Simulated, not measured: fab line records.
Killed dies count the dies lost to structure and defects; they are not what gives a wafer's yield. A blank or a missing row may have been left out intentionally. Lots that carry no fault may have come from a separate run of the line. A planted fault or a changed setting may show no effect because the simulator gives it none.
One fault through the eyes of 2 desks / flow gf180mcu / numbers are kept per desk, each desk with only its own; the story behind them comes last

## FOR THE TOOL OWNER'S DESK: litho_track-04
The tool's own readings at GF_MVPSD_COAT_02 (resist thk 3000 nm): means of the sampled wafers that have a number, for each lot that ran on this tool. Marked OUT: a lot whose mean sits more than 4 standard deviations from the usual mean, which makes it out of limits; the brackets give that distance.
Columns: A = dispense_pressure_kPa at GF_MVPSD_COAT_02, usual 52.4 kPa; B = resist_line_temp_C at GF_MVPSD_COAT_02, usual 23.02 C
lot=L502; first seen here=day 6 01:58; A=52.6; B=23.08
lot=L503; first seen here=day 6 07:05; A=52.6; B=22.92
lot=L504; first seen here=day 6 10:28; A=52.6; B=23.14
lot=L516; first seen here=day 9 09:43; A=52.6; B=23.03
lot=L519; first seen here=day 10 00:49; A=52.6; B=22.97
lot=L520; first seen here=day 10 08:58; A=52.6; B=23.08
This desk's verdict: no lot among the 6 shows anything out of limits.

## FROM THE METROLOGY DESK
Lot by lot, what the gauges showed, no matter which tool ran the lot: averages of those sampled wafers that carry a number. Marked OUT: a lot whose mean sits more than 4 standard deviations from the usual mean, which makes it out of limits; the brackets give that distance.
Columns: A = POLY_GATE_OVL at GF_POLY_GATE_OVL_MEAS_11, usual 5 nm
lot=L497; first seen here=day 9 04:38; A=1
lot=L500; first seen here=day 10 00:47; A=6
lot=L502; first seen here=day 10 17:20; A=5
lot=L503; first seen here=day 11 00:11; A=9
lot=L504; first seen here=day 11 03:57; A=3
lot=L505; first seen here=day 11 11:56; A=3
lot=L506; first seen here=day 11 19:23; A=5
lot=L507; first seen here=day 12 07:00; A=5
lot=L508; first seen here=day 12 12:05; A=7
lot=L511; first seen here=day 13 08:05; A=3
lot=L516; first seen here=day 14 19:20; A=5
lot=L517; first seen here=day 15 01:29; A=5
lot=L518; first seen here=day 15 09:55; A=5
lot=L519; first seen here=day 15 13:23; A=3
lot=L520; first seen here=day 15 22:05; A=4
This desk's verdict: no lot among the 15 shows anything out of limits.

## ALL TOGETHER
The desk of the tool owner found nothing out of limits.
Metrology desk: nothing out of limits seen.

## WHAT THE SIMULATOR PUT IN
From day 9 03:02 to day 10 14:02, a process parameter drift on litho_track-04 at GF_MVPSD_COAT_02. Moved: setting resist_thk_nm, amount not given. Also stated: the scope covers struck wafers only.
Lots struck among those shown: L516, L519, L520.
